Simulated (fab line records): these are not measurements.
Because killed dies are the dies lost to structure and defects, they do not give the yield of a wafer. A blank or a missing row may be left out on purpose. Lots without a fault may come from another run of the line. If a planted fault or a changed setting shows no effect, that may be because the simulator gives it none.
A struck lot beside a sound one    flow sky130    15 out of 708 route steps
Sound: these wafers, L331.4, L331.5, L331.6. Struck: wafers L347.1, L347.2, L347.4. Last of all comes the cause.
Each step with rows lists, per side, the tool, then ch with its chambers, then its first start. Under that, the readings that differ: sound wafers    struck wafers    difference of the means    sigmas: that difference in standard deviations of wafers without a fault.
alike: a reading whose means differ by less than 2 such deviations, as well as words and numbers matching on both sides. not compared: withheld readings; readings where some wafer has no value; bounds like >300 that might hide an equal value; numbers whose values overlap and for which the record gives no deviation.
Wherever a step has rows on one side only, a row that says differs or no value, or a row with sigmas, the two part there. When numbers do not overlap yet have no deviation, they are printed without sigmas and do not part them. Lack of a reading on every wafer of one side parts them only where that side has two or more wafers.

SKY_POLY_GATE_THK_MEAS_21:
  sound: film metro-04 at day 16 22:17; struck: film metro-04 at day 22 18:53
  alike: POLY_GATE_OXIDATION_THK
SKY_POLY_GATE_CD_MEAS_22:
  sound: cd sem-01 at day 16 22:25; struck: cd sem-01 at day 22 18:57
  alike: cd nm
then, 7 steps without rows for these wafers: SKY_LDD_N_DEHYDRATE_00 (time 60 s); SKY_LDD_N_HMDS_01 (prime time 60 s); SKY_LDD_N_COAT_02 (resist thk 300 nm); SKY_LDD_N_SOFTBAKE_03 (time 60 s); SKY_LDD_N_EXPOSE_04 (exposes mask NTM, target cd 840 nm); SKY_LDD_N_PEB_05; SKY_LDD_N_DEVELOP_06 (develop time 60 s).
SKY_LDD_N_OVL_MEAS_07:
  sound: overlay-01 at day 18 04:22; struck: overlay-01 at day 24 00:07
  alike: LDD_N_OVL
then, 2 steps without rows for these wafers: SKY_LDD_N_IMPLANT_08; SKY_LDD_N_IMPLANT_09.
SKY_LDD_N_IMPLANT_10:
  sound on implanter-03 ch 0, day 18 04:45; struck on implanter-01 ch 0, day 24 00:27
reading                    sound                 struck                difference  sigmas
beam energy keV            19.998 19.992 19.994  20.481 20.478 20.478  +0.484      +73
model.implant.drp nm (nm)  7.212 7.212 7.212     7.331 7.331 7.331     +0.119      
then, 2 steps without rows for these wafers: SKY_LDD_N_IMPLANT_11; SKY_PAD_OPEN_PROBE_99.

## WHERE THEY PART
Only at SKY_LDD_N_IMPLANT_10, as far as this record shows.

WHY: whatever the simulator had introduced
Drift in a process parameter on implanter-01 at SKY_LDD_N_IMPLANT_10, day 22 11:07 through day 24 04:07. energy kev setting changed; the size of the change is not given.
